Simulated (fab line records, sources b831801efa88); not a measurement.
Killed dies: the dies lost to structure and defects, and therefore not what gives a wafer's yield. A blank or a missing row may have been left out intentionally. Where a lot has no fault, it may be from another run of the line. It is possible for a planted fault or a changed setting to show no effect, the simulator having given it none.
fab line records	flow sky130
record lots=5	wafers=15	last-day=51
route steps=708 shown POLY_CUT@317 SD_P@320 RES_XHIGH@332 SD_N@342 PAD_OPEN@708
lots that met no fault: taken from a fault-free run of the same line
start-h: the number of hours between the record's first day and the start of the first shown wafer of the lot	wait-h: hours since the lot's step before	" the same as in the row above	L1.1+2: several wafers, shown together as one row	- no value, or no start was given	* or withheld: withheld	< > ~ a bound
route shown NAME@n: NAME is a module with steps in the file, n the number in the route of the first one	usual: mean/standard deviation taken from wafers without a fault	same: alike in all rows	chamber/n: place in a boat	sites: the reading at each site	_std_site: how widely they spread, as a standard deviation	_edge_site: the outer-site mean with the inner-site mean subtracted	radius-mm: how far each site lies from the wafer's centre	mask NAME#n: copy n	behind: the tool/chamber that last shaped the wafer	hold: the reason the lot was held/the length of the hold in hours/how it ended	device: the n, p or np transistor that did not switch	end of line: at the end of the route, the tests of the same wafers	a step with no rows: only its recipe	killed: dies that structure and defects cost at the first sort, which is not the same as the wafer's yield	map: the dies of a wafer, with x for killed, . for not killed, _ for no die there
set.NAME: the setting as run; set.NAME@STEP: as run at that earlier step	model.NAME: the simulator's own value behind a step, which no gauge read
lots at selected steps of the route; one table per step, one row per wafer
services: the hour from which a tool's chamber was out of use, counted from the record's first day as start-h (under 0 if before that day), plus the number of hours and why
## steps
# step SKY_POLY_CUT_ETCH_10
# recipe chemistry=N2/H2	target=BARC	ion-energy-ev=200	source-w=500	bias-w=100	pressure-mtorr=30	n2-flow-sccm=100	h2-flow-sccm=200	stop-on=SiO2	time-s=45.9	target-depth-a=600
# usual drypump-motor-current-A=5.6/0.46	oes-product-au=0.855/0.0047	throttle-valve-pct=13.225/0.0086
lot.wafer	tool	chamber	start-h	wait-h	drypump-motor-current-A	oes-product-au	rf-hours-counter-h	throttle-valve-pct
L267.3	rie-diel-01	2	554.23	0.0	6.1	0.854	24	13.209
L267.5	"	0	"	"	5.5	0.861	-	13.244
L267.6	"	3	"	"	5.1	0.857	-	13.208
L280.3	rie-diel-01	0	691.26	0.0	5.5	0.852	8	13.224
L280.5	"	3	"	"	5.1	0.854	-	13.230
L280.6	"	2	"	"	6.1	0.851	-	13.226
L282.2	rie-diel-02	2	716.78	0.0	6.1	0.862	29	13.220
L282.5	"	2	"	"	6.1	0.850	-	13.231
L282.6	"	3	"	"	5.0	0.854	-	13.226
L289.3	rie-diel-02	1	754.16	0.0	6.1	0.856	15	13.233
L289.4	"	2	"	"	6.2	0.860	30	13.224
L289.6	"	2	"	"	6.2	0.854	-	13.231
L288.1	rie-diel-01	0	756.41	0.0	5.5	0.858	10	13.216
L288.2	"	2	"	"	6.1	0.852	28	13.211
L288.3	"	3	"	"	5.1	0.869	8	13.226
# step SKY_POLY_CUT_ETCH_11
# recipe target=Si3N4	chemistry=CF4/CH2F2/Ar	stop-on=poly-Si	source-w=600	bias-w=150	pressure-mtorr=40	cf4-flow-sccm=40	ch2f2-flow-sccm=20	Ar_flow_sccm=150	time-s=42.5	target-depth-a=600
# usual drypump-motor-current-A=5.6/0.46	oes-product-au=0.829/0.007	throttle-valve-pct=14.996/0.0089
lot.wafer	tool	chamber	start-h	wait-h	drypump-motor-current-A	oes-product-au	rf-hours-counter-h	throttle-valve-pct
L267.3	rie-diel-01	2	554.27	0.0	6.0	0.833	24	15.002
L267.5	"	0	"	"	5.5	0.823	-	14.987
L267.6	"	3	"	"	5.1	0.828	-	15.000
L280.3	rie-diel-01	0	691.30	0.0	5.5	0.827	8	14.992
L280.5	"	3	"	"	5.1	0.821	-	15.005
L280.6	"	2	"	"	6.1	0.830	-	15.004
L282.2	rie-diel-02	2	716.82	0.0	6.1	0.836	29	14.997
L282.5	"	2	"	"	6.1	0.839	-	14.973
L282.6	"	3	"	"	5.0	0.839	-	15.011
L289.3	rie-diel-02	1	754.20	0.0	6.1	0.832	15	14.996
L289.4	"	2	"	"	6.1	0.833	30	15.022
L289.6	"	2	"	"	6.2	0.834	-	15.003
L288.1	rie-diel-01	0	756.45	0.0	5.5	0.837	10	14.994
L288.2	"	2	"	"	6.1	0.830	28	14.995
L288.3	"	3	"	"	5.1	0.835	8	14.987
# step SKY_POLY_CUT_STRIP_12
# recipe chemistry=O2/N2	power-w=1400	pressure-mtorr=1500	platen-temp-c=withheld	o2-flow-sccm=3000	n2-flow-sccm=300	overash-fraction=0.5
# usual drypump-motor-current-A=5.5/0.48	oes-product-au=0.452/0.0045	strip-time-to-endpoint-s=5.356/0.017
lot.wafer	tool	chamber	start-h	wait-h	drypump-motor-current-A	oes-product-au	rf-hours-counter-h	strip-time-to-endpoint-s
L267.3	plasma-asher-03	1	554.35	0.1	5.8	0.459	-	5.348
L267.5	"	0	"	"	6.3	0.447	-	5.357
L267.6	"	1	"	"	5.8	0.456	-	5.365
L280.3	plasma-asher-02	1	691.37	0.1	5.6	0.454	-	5.346
L280.5	"	1	"	"	5.6	0.445	-	5.361
L280.6	"	0	"	"	5.1	0.452	-	5.377
L282.2	plasma-asher-01	1	716.86	0.0	4.8	0.456	90	5.378
L282.5	"	1	"	"	4.8	0.452	-	5.374
L282.6	"	0	"	"	5.7	0.456	-	5.359
L289.3	plasma-asher-03	1	754.27	0.1	5.8	0.455	-	5.370
L289.4	"	0	"	"	6.3	0.458	-	5.397
L289.6	"	0	"	"	6.4	0.456	-	5.393
L288.1	plasma-asher-02	1	756.49	0.0	5.6	0.446	64	5.367
L288.2	"	0	"	"	5.1	0.447	64	5.337
L288.3	"	0	"	"	5.1	0.455	-	5.339
# step SKY_SD_P_DEHYDRATE_00
# recipe temp-c=200	time-s=60
# step SKY_SD_P_HMDS_01
# recipe prime-time-s=60	prime-temp-c=120
# step SKY_SD_P_COAT_02
# recipe resist=NOVOLAK	spin-rpm=3000	resist-thk-nm=1140
# step SKY_SD_P_SOFTBAKE_03
# recipe temp-c=90	time-s=60	resist=NOVOLAK
# step SKY_SD_P_EXPOSE_04
# recipe mask-id=PSDM	na=0.6	source-shape=conventional	sigma-outer=0.6	polarization=unpolarized	target-cd-nm=380	dose-mj=138
# step SKY_SD_P_PEB_05
# recipe temp-c=withheld	time-s=*	resist=NOVOLAK
# step SKY_SD_P_DEVELOP_06
# recipe resist=NOVOLAK	developer=TMAH	develop-time-s=60	dev-temp-c=23
# step SKY_SD_P_CD_MEAS_07
# recipe target-cd-nm=380
# usual cd-nm=379.1/2.7
lot.wafer	tool	chamber	start-h	wait-h	cd-nm
L267.3	cd-sem-01	-	583.96	0.1	380.4
L267.5	"	-	"	"	379.9
L267.6	"	-	"	"	378.2
L280.3	cd-sem-02	-	719.32	0.1	379.9
L280.5	"	-	"	"	378.2
L280.6	"	-	"	"	381.6
L282.2	cd-sem-02	-	743.70	0.1	375.0
L282.5	"	-	"	"	376.2
L282.6	"	-	"	"	378.8
L289.3	cd-sem-02	-	780.77	0.1	378.5
L289.4	"	-	"	"	375.8
L289.6	"	-	"	"	374.6
L288.1	cd-sem-02	-	783.43	0.1	387.5
L288.2	"	-	"	"	384.4
L288.3	"	-	"	"	386.4
# step SKY_SD_P_OVL_MEAS_08
# usual SD_P_OVL=-0.9/1.1
lot.wafer	tool	chamber	start-h	wait-h	SD_P_OVL[nm]
L267.3	overlay-02	-	584.05	0.1	-2.7
L267.5	"	-	"	"	-2.6
L267.6	"	-	"	"	-3.0
L280.3	overlay-02	-	719.42	0.1	-1.4
L280.5	"	-	"	"	1.0
L280.6	"	-	"	"	1.6
L282.2	overlay-02	-	743.81	0.1	-0.2
L282.5	"	-	"	"	0.7
L282.6	"	-	"	"	0.2
L289.3	overlay-02	-	780.86	0.1	-1.9
L289.4	"	-	"	"	-3.8
L289.6	"	-	"	"	-2.7
L288.1	overlay-02	-	783.55	0.1	-2.6
L288.2	"	-	"	"	-1.6
L288.3	"	-	"	"	-1.5
# step SKY_SD_P_IMPLANT_09
# recipe species=BF2	energy-kev=20	dose-cm2=3e+15	tilt-deg=0
# usual end-station-pressure-torr=1.4e-05/9.6e-07
lot.wafer	tool	chamber	start-h	wait-h	end-station-pressure-torr
L267.3	implanter-01	0	584.13	0.1	1.41e-05
L267.5	"	0	"	"	1.36e-05
L267.6	"	0	"	"	1.38e-05
L280.3	implanter-02	0	719.49	0.1	1.35e-05
L280.5	"	0	"	"	1.38e-05
L280.6	"	0	"	"	1.34e-05
L282.2	implanter-01	0	743.86	0.0	1.29e-05
L282.5	"	0	"	"	1.35e-05
L282.6	"	0	"	"	1.37e-05
L289.3	implanter-02	0	780.93	0.1	1.43e-05
L289.4	"	0	"	"	1.53e-05
L289.6	"	0	"	"	1.27e-05
L288.1	implanter-02	0	783.59	0.0	1.3e-05
L288.2	"	0	"	"	1.43e-05
L288.3	"	0	"	"	1.46e-05
# step SKY_SD_P_STRIP_10
# recipe chemistry=O2/N2	power-w=1400	pressure-mtorr=1500	platen-temp-c=withheld	o2-flow-sccm=3000	n2-flow-sccm=300	overash-fraction=0.5
# usual drypump-motor-current-A=5.4/0.52	oes-product-au=0.618/0.0045	strip-time-to-endpoint-s=17.50/0.035
lot.wafer	tool	chamber	start-h	wait-h	drypump-motor-current-A	oes-product-au	rf-hours-counter-h	strip-time-to-endpoint-s
L267.3	plasma-asher-03	1	584.26	0.1	5.8	0.617	-	17.49
L267.5	"	0	"	"	6.4	0.618	-	17.48
L267.6	"	1	"	"	5.8	0.609	-	17.48
L280.3	plasma-asher-04	1	719.62	0.1	4.9	0.617	-	17.48
L280.5	"	0	"	"	5.2	0.613	-	17.51
L280.6	"	1	"	"	4.9	0.619	-	17.47
L282.2	plasma-asher-03	1	743.99	0.1	5.8	0.618	0	17.43
L282.5	"	1	"	"	5.8	0.621	-	17.42
L282.6	"	0	"	"	6.4	0.625	-	17.43
L289.3	plasma-asher-01	1	781.07	0.1	4.9	0.615	-	17.46
L289.4	"	0	"	"	5.7	0.619	-	17.51
L289.6	"	1	"	"	4.8	0.613	-	17.49
L288.1	plasma-asher-01	0	783.74	0.1	5.7	0.623	97	17.50
L288.2	"	1	"	"	4.8	0.621	97	17.52
L288.3	"	1	"	"	4.8	0.613	-	17.50
# step SKY_SD_P_TW_MEAS_11
# usual SD_P_TW=2816/18
lot.wafer	tool	chamber	start-h	wait-h	SD_P_TW
L267.3	film-metro-02	-	584.35	0.1	2808
L267.5	"	-	"	"	2812
L267.6	"	-	"	"	2809
L280.3	film-metro-02	-	719.71	0.1	2824
L280.5	"	-	"	"	2823
L280.6	"	-	"	"	2829
L282.2	film-metro-02	-	744.10	0.1	2765
L282.5	"	-	"	"	2777
L282.6	"	-	"	"	2793
L289.3	film-metro-02	-	781.15	0.1	2808
L289.4	"	-	"	"	2800
L289.6	"	-	"	"	2791
L288.1	film-metro-04	-	783.84	0.1	2838
L288.2	"	-	"	"	2829
L288.3	"	-	"	"	2826
# step SKY_RES_XHIGH_DEHYDRATE_00
# recipe temp-c=200	time-s=60
# step SKY_RES_XHIGH_HMDS_01
# recipe prime-time-s=60	prime-temp-c=120
# step SKY_RES_XHIGH_COAT_02
# recipe resist=NOVOLAK	spin-rpm=3000	resist-thk-nm=1140
# step SKY_RES_XHIGH_SOFTBAKE_03
# recipe temp-c=90	time-s=60	resist=NOVOLAK
# step SKY_RES_XHIGH_EXPOSE_04
# recipe mask-id=URPM	na=0.6	source-shape=conventional	sigma-outer=0.6	polarization=unpolarized	target-cd-nm=1270	dose-mj=140
# step SKY_RES_XHIGH_PEB_05
# recipe temp-c=withheld	time-s=*	resist=NOVOLAK
# step SKY_RES_XHIGH_DEVELOP_06
# recipe resist=NOVOLAK	developer=TMAH	develop-time-s=60	dev-temp-c=23
# step SKY_RES_XHIGH_IMPLANT_07
# recipe species=BF2	energy-kev=20	dose-cm2=3.6e+14	tilt-deg=0
# step SKY_RES_XHIGH_STRIP_08
# recipe chemistry=O2/N2	power-w=1400	pressure-mtorr=1500	platen-temp-c=withheld	o2-flow-sccm=3000	n2-flow-sccm=300	overash-fraction=0.5
# step SKY_RES_XHIGH_TW_MEAS_09
# usual RES_XHIGH_TW=1630/15
lot.wafer	tool	chamber	start-h	wait-h	RES_XHIGH_TW
L267.3	film-metro-04	-	614.39	0.1	1650
L267.5	"	-	"	"	1643
L267.6	"	-	"	"	1649
L280.3	film-metro-04	-	747.39	0.1	1655
L280.5	"	-	"	"	1641
L280.6	"	-	"	"	1655
L282.2	film-metro-01	-	770.66	0.1	1643
L282.5	"	-	"	"	1641
L282.6	"	-	"	"	1645
L289.3	film-metro-04	-	807.42	0.1	1652
L289.4	"	-	"	"	1647
L289.6	"	-	"	"	1652
L288.1	film-metro-02	-	810.42	0.1	1607
L288.2	"	-	"	"	1603
L288.3	"	-	"	"	1616
# step SKY_SD_N_DEHYDRATE_00
# recipe temp-c=200	time-s=60
# step SKY_SD_N_HMDS_01
# recipe prime-time-s=60	prime-temp-c=120
# step SKY_SD_N_COAT_02
# recipe resist=NOVOLAK	spin-rpm=3000	resist-thk-nm=1140
# step SKY_SD_N_SOFTBAKE_03
# recipe temp-c=90	time-s=60	resist=NOVOLAK
# step SKY_SD_N_EXPOSE_04
# recipe mask-id=NSDM	na=0.6	source-shape=conventional	sigma-outer=0.6	polarization=unpolarized	target-cd-nm=380	dose-mj=141
# step SKY_SD_N_PEB_05
# recipe temp-c=withheld	time-s=*	resist=NOVOLAK
# step SKY_SD_N_DEVELOP_06
# recipe resist=NOVOLAK	developer=TMAH	develop-time-s=60	dev-temp-c=23
# step SKY_SD_N_CD_MEAS_07
# recipe target-cd-nm=380
# usual cd-nm=380.3/2.6
lot.wafer	tool	chamber	start-h	wait-h	cd-nm
L267.3	cd-sem-01	-	643.59	0.1	380.9
L267.5	"	-	"	"	379.5
L267.6	"	-	"	"	380.3
L280.3	cd-sem-02	-	774.57	0.1	376.9
L280.5	"	-	"	"	375.0
L280.6	"	-	"	"	378.5
L282.2	cd-sem-02	-	797.05	0.1	381.1
L282.5	"	-	"	"	378.5
L282.6	"	-	"	"	382.0
L289.3	cd-sem-02	-	832.74	0.1	381.7
L289.4	"	-	"	"	381.1
L289.6	"	-	"	"	381.7
L288.1	cd-sem-02	-	837.33	0.1	385.0
L288.2	"	-	"	"	381.4
L288.3	"	-	"	"	381.9
# step SKY_SD_N_OVL_MEAS_08
# usual SD_N_OVL=1.4/1.3
lot.wafer	tool	chamber	start-h	wait-h	SD_N_OVL[nm]
L267.3	overlay-01	-	643.68	0.1	1.4
L267.5	"	-	"	"	-1.7
L267.6	"	-	"	"	1.2
L280.3	overlay-02	-	774.66	0.1	1.7
L280.5	"	-	"	"	1.6
L280.6	"	-	"	"	1.6
L282.2	overlay-02	-	797.15	0.1	-0.4
L282.5	"	-	"	"	0.9
L282.6	"	-	"	"	0.1
L289.3	overlay-02	-	832.83	0.1	0.4
L289.4	"	-	"	"	0.6
L289.6	"	-	"	"	1.9
L288.1	overlay-02	-	837.45	0.1	1.0
L288.2	"	-	"	"	0.3
L288.3	"	-	"	"	0.9
# step SKY_SD_N_IMPLANT_09
# recipe species=As	energy-kev=50	dose-cm2=4e+15	tilt-deg=0
# step SKY_SD_N_IMPLANT_10
# recipe species=P	energy-kev=20	dose-cm2=1e+14	tilt-deg=0
# step SKY_SD_N_STRIP_11
# recipe chemistry=O2/N2	power-w=1400	pressure-mtorr=1500	platen-temp-c=withheld	o2-flow-sccm=3000	n2-flow-sccm=300	overash-fraction=0.5
# step SKY_SD_N_TW_MEAS_12
# usual SD_N_TW=3977/30
lot.wafer	tool	chamber	start-h	wait-h	SD_N_TW
L267.3	film-metro-01	-	644.13	0.1	3981
L267.5	"	-	"	"	3993
L267.6	"	-	"	"	4010
L280.3	film-metro-01	-	775.10	0.1	3972
L280.5	"	-	"	"	3994
L280.6	"	-	"	"	3990
L282.2	film-metro-04	-	797.59	0.1	4003
L282.5	"	-	"	"	4009
L282.6	"	-	"	"	3999
L289.3	film-metro-01	-	833.28	0.1	3929
L289.4	"	-	"	"	3947
L289.6	"	-	"	"	3961
L288.1	film-metro-04	-	837.89	0.1	4002
L288.2	"	-	"	"	4017
L288.3	"	-	"	"	4008
# step SKY_SD_N_CLEAN_13
# recipe chemistry=SC1/SC2	mix=1:4:20	temp-c=70	time-s=150	dry=n2-spin
# step SKY_SD_N_RTA_14
# recipe temp-c=1075	time-s=2	idle-temp-c=650	ramp-up-c-per-s=150	ramp-down-c-per-s=90	ambient=N2
# usual lamp-power-pct=15.73/0.057	wafer_temp_C_max=1078.0/1.3
lot.wafer	tool	chamber	start-h	wait-h	lamp-power-pct	wafer_temp_C_max
L267.3	rtp-anneal-01	0	644.26	0.0	15.62	1077.7
L267.5	"	0	"	"	15.69	1079.5
L267.6	"	0	"	"	15.73	1078.4
L280.3	rtp-anneal-02	0	775.21	0.0	15.74	1076.2
L280.5	"	0	"	"	15.71	1076.1
L280.6	"	0	"	"	15.73	1079.0
L282.2	rtp-anneal-02	0	797.70	0.0	15.74	1078.0
L282.5	"	0	"	"	15.77	1077.5
L282.6	"	0	"	"	15.72	1078.7
L289.3	rtp-anneal-01	0	833.39	0.0	15.65	1076.5
L289.4	"	0	"	"	15.66	1080.0
L289.6	"	0	"	"	15.82	1077.1
L288.1	rtp-anneal-02	0	838.00	0.0	15.74	1078.6
L288.2	"	0	"	"	15.80	1077.8
L288.3	"	0	"	"	15.76	1077.3
# step SKY_SD_N_RS_MEAS_16
# recipe thk-meas-gauge=four-point-probe
# usual SD_N_RS=68.54/0.13
lot.wafer	tool	chamber	start-h	wait-h	SD_N_RS[ohm/sq]
L267.3	film-metro-02	-	644.46	0.1	68.60
L267.5	"	-	"	"	68.51
L267.6	"	-	"	"	68.49
L280.3	film-metro-02	-	775.41	0.1	68.45
L280.5	"	-	"	"	68.41
L280.6	"	-	"	"	68.36
L282.2	film-metro-04	-	797.89	0.1	68.62
L282.5	"	-	"	"	68.68
L282.6	"	-	"	"	68.58
L289.3	film-metro-04	-	833.59	0.1	68.45
L289.4	"	-	"	"	68.72
L289.6	"	-	"	"	68.45
L288.1	film-metro-02	-	838.18	0.1	68.53
L288.2	"	-	"	"	68.39
L288.3	"	-	"	"	68.47
# step SKY_SD_N_RS_MEAS_17
# recipe thk-meas-gauge=four-point-probe
# usual SD_P_RS=147.0/0.4
lot.wafer	tool	chamber	start-h	wait-h	SD_P_RS[ohm/sq]
L267.3	film-metro-02	-	644.58	0.1	147.4
L267.5	"	-	"	"	146.9
L267.6	"	-	"	"	147.1
L280.3	film-metro-02	-	775.53	0.1	146.7
L280.5	"	-	"	"	146.9
L280.6	"	-	"	"	146.8
L282.2	film-metro-04	-	798.01	0.1	148.3
L282.5	"	-	"	"	148.4
L282.6	"	-	"	"	148.4
L289.3	film-metro-04	-	833.71	0.1	146.7
L289.4	"	-	"	"	146.9
L289.6	"	-	"	"	146.8
L288.1	film-metro-02	-	838.30	0.1	146.1
L288.2	"	-	"	"	146.2
L288.3	"	-	"	"	146.6
# step SKY_PAD_OPEN_PROBE_99
# usual killed_at_M0_to_M3=44/7.4	killed_at_M4_up=3.1/1.8	killed-at-contacts=25/6	killed-at-front-end=15/4.4	killed-at-other=0.3/0.49	killed-dies=88/10	killed-open=48/7.4	killed-short=39/6.3
# same gross-dies=492	killed-at-back-side=0
lot.wafer	tool	chamber	start-h	wait-h	killed_at_M0_to_M3	killed_at_M4_up	killed-at-contacts	killed-at-front-end	killed-at-other	killed-dies	killed-open	killed-short	model.etest.res-high-po.rs-ohm-sq-range	model.etest.res-pdiff.rs-ohm-sq-range	model.etest.pfet_01v8.drive-ua-um-range
L267.3	prober-02	-	1078.62	0.2	47	4	24	16	0	91	51	40	4.292	3.463	5.266
L267.5	prober-02	-	1078.72	0.2	46	1	17	20	1	85	46	39	6.058	3.725	6.615
L267.6	prober-02	-	1078.77	0.2	34	2	19	9	0	64	30	34	5.194	4.357	4.882
L280.3	prober-01	-	1171.27	0.2	54	1	27	16	0	98	55	43	16.32	9.574	8.738
L280.5	prober-01	-	1171.37	0.2	47	3	18	18	0	86	48	37	13.25	7.704	5.403
L280.6	prober-01	-	1171.42	0.2	34	4	33	11	1	83	46	36	14.32	11.94	7.095
L282.2	prober-01	-	1184.70	0.1	31	6	22	19	0	78	44	34	102.1	30.45	14.79
L282.5	prober-01	-	1184.85	0.2	35	1	26	20	0	82	47	35	96.39	30.48	13.09
L282.6	prober-01	-	1184.90	0.2	50	2	17	15	0	84	47	37	96.72	29.45	9.164
L289.3	prober-01	-	1209.30	0.2	46	4	20	14	1	85	47	36	8.291	4.87	3.885
L289.4	prober-01	-	1209.35	0.2	55	5	21	26	0	107	51	55	6.211	5.402	7.256
L289.6	prober-01	-	1209.45	0.2	35	1	25	16	1	78	44	33	7.751	5.402	6.458
L288.1	prober-02	-	1213.25	0.1	36	2	26	17	1	82	41	41	11.33	6.649	7.466
L288.2	prober-02	-	1213.30	0.1	41	4	24	8	2	79	41	38	13.13	7.026	10.31
L288.3	prober-02	-	1213.35	0.2	31	2	15	20	0	68	35	33	10.91	8.853	10.08
# killed by level:class
L267.3 VIA3:geometric-particle:open=11 VIA1:geometric-particle:open=11 CONTACT:geometric-particle:open=7 LI_CONTACT:geometric-particle:open=6 LI_CONTACT:geometric-particle:short=5 VIA2:geometric-particle:open=5 FIELD_ISO:geometric-particle:short=4 METAL1:geometric-particle:short=4
L267.5 METAL1:geometric-particle:short=10 VIA1:geometric-particle:open=10 FIELD_ISO:geometric-particle:short=8 CONTACT:geometric-particle:open=8 VIA2:geometric-particle:open=7 POLY_GATE:geometric-particle:open=5 VIA2:geometric-particle:short=4 METAL2:geometric-particle:short=4
L267.6 LI_CONTACT:geometric-particle:open=8 VIA3:geometric-particle:open=6 METAL1:geometric-particle:short=5 CONTACT:geometric-particle:open=5 VIA2:geometric-particle:short=5 METAL3:geometric-particle:short=4 FIELD_ISO:geometric-particle:short=3 CONTACT:geometric-particle:short=3
L280.3 CONTACT:geometric-particle:open=13 VIA1:geometric-particle:open=12 VIA1:geometric-particle:short=8 METAL1:geometric-particle:short=6 LI_CONTACT:geometric-particle:open=6 POLY_GATE:geometric-particle:open=5 LI_CONTACT:geometric-particle:short=5 METAL2:geometric-particle:short=5
L280.5 VIA1:geometric-particle:open=12 CONTACT:geometric-particle:open=9 METAL1:geometric-particle:short=6 VIA2:geometric-particle:open=6 VIA1:geometric-particle:short=6 FIELD_ISO:geometric-particle:short=5 CONTACT:geometric-particle:short=5 METAL2:geometric-particle:short=5
L280.6 CONTACT:geometric-particle:open=11 VIA1:geometric-particle:open=10 CONTACT:geometric-particle:short=8 LI_CONTACT:geometric-particle:open=7 POLY_GATE:geometric-particle:short=5 VIA3:geometric-particle:short=5 VIA3:geometric-particle:open=4 POLY_CUT:geometric-particle:open=3
L282.2 FIELD_ISO:geometric-particle:short=7 LI_CONTACT:geometric-particle:open=7 CONTACT:geometric-particle:open=7 FIELD_ISO:geometric-particle:open=6 VIA3:geometric-particle:open=6 LI_CONTACT:geometric-particle:short=5 VIA1:geometric-particle:open=5 VIA2:geometric-particle:open=5
L282.5 CONTACT:geometric-particle:open=9 VIA2:geometric-particle:open=8 FIELD_ISO:geometric-particle:short=7 LI_CONTACT:geometric-particle:open=7 LI_CONTACT:geometric-particle:short=6 POLY_GATE:geometric-particle:open=6 VIA1:geometric-particle:open=6 METAL2:geometric-particle:short=6
L282.6 VIA1:geometric-particle:open=11 VIA2:geometric-particle:open=11 CONTACT:geometric-particle:open=9 VIA1:geometric-particle:short=8 METAL1:geometric-particle:short=6 FIELD_ISO:geometric-particle:short=5 LI_CONTACT:geometric-particle:open=4 VIA3:geometric-particle:open=4
L289.3 VIA1:geometric-particle:open=10 VIA2:geometric-particle:open=9 LI_CONTACT:geometric-particle:open=8 CONTACT:geometric-particle:open=7 METAL1:geometric-particle:short=6 VIA1:geometric-particle:short=5 METAL2:geometric-particle:short=5 FIELD_ISO:geometric-particle:short=4
L289.4 METAL1:geometric-particle:short=11 VIA1:geometric-particle:open=11 POLY_GATE:geometric-particle:short=9 VIA2:geometric-particle:open=8 VIA3:geometric-particle:open=7 FIELD_ISO:geometric-particle:open=6 METAL2:geometric-particle:short=6 LI_CONTACT:geometric-particle:open=5
L289.6 CONTACT:geometric-particle:open=8 VIA2:geometric-particle:open=8 LI_CONTACT:geometric-particle:open=6 CONTACT:geometric-particle:short=6 VIA1:geometric-particle:open=6 VIA3:geometric-particle:open=5 FIELD_ISO:geometric-particle:short=4 POLY_GATE:geometric-particle:open=4
L288.1 LI_CONTACT:geometric-particle:open=8 VIA2:geometric-particle:open=8 CONTACT:geometric-particle:open=7 VIA1:geometric-particle:open=7 METAL2:geometric-particle:short=6 FIELD_ISO:geometric-particle:short=5 POLY_GATE:geometric-particle:short=5 FIELD_ISO:geometric-particle:open=4
L288.2 CONTACT:geometric-particle:open=8 VIA1:geometric-particle:open=8 LI_CONTACT:geometric-particle:open=6 CONTACT:geometric-particle:short=6 VIA2:geometric-particle:open=6 METAL2:geometric-particle:short=6 VIA1:geometric-particle:short=5 VIA3:geometric-particle:open=5
L288.3 METAL2:geometric-particle:short=7 FIELD_ISO:geometric-particle:open=6 VIA2:geometric-particle:open=6 LI_CONTACT:geometric-particle:open=5 CONTACT:geometric-particle:open=5 POLY_GATE:geometric-particle:short=4 VIA1:geometric-particle:open=4 FIELD_ISO:geometric-particle:short=3
## services
tool	chamber	start-h	hours	kind
plasma-asher-02	-	532.36	11.8	pm
rtp-anneal-01	-	533.46	3.4	pm
plasma-asher-03	-	536.17	4.3	pm
implanter-01	-	538.22	4.4	repair
implanter-01	-	538.66	2.7	repair
plasma-asher-01	-	539.71	0.5	repair
rie-diel-01	-	551.27	2.8	pm
rie-diel-01	2	559.76	8.3	repair
rie-diel-01	1	589.14	5.2	repair
rie-diel-02	-	598.16	2.8	pm
implanter-01	-	603.27	0.6	repair
implanter-02	-	613.61	4.6	repair
implanter-01	-	633.07	1.6	repair
implanter-01	-	673.34	3.9	repair
rie-diel-01	1	680.49	132.0	repair
plasma-asher-03	-	693.75	2.8	repair
rie-diel-01	3	694.55	10.0	repair
plasma-asher-03	-	733.75	9.0	pm
rie-diel-01	0	742.49	2.3	repair
implanter-02	-	785.84	7.4	repair
rie-diel-01	2	801.81	9.5	repair
rie-diel-01	2	821.06	6.9	repair
rie-diel-01	-	824.76	0.8	repair
implanter-02	-	835.94	2.6	repair
## key
first-sign step=SKY_SD_P_TW_MEAS_11	reading=SD_P_TW	direction=down	sigmas=2.1	usual=2816	struck=2778
effect step=SKY_SD_N_RS_MEAS_17	reading=SD_P_RS	direction=up	sigmas=3.4	usual=147.0	struck=148.3
model-effect step=SKY_PAD_OPEN_PROBE_99	value=etest.res-high-po.rs-ohm-sq-range	without=11.27	struck=98.4
met-at SKY_SD_P_IMPLANT_09
struck-wafers L282.2,L282.5,L282.6
tester-left-out L282
onset-between 584.13 743.86
also-fits SKY_POLY_CUT_STRIP_12:plasma-asher-01,SKY_SD_P_STRIP_10:plasma-asher-03
fault kind=process-parameter-drift	tool=implanter-01	chamber=-	onset-h=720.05	steps=SKY_SD_P_IMPLANT_09	channel=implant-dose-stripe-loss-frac	offset=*	shape=step	end-h=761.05
# tester-left-out: of these lots the tester's yield and bins aren't shown, on N5 and GAA mostly nor the transistor test; their killed dies are dies lost to structure and defects alone, not to doping, threshold or leakage, so they don't give the yield
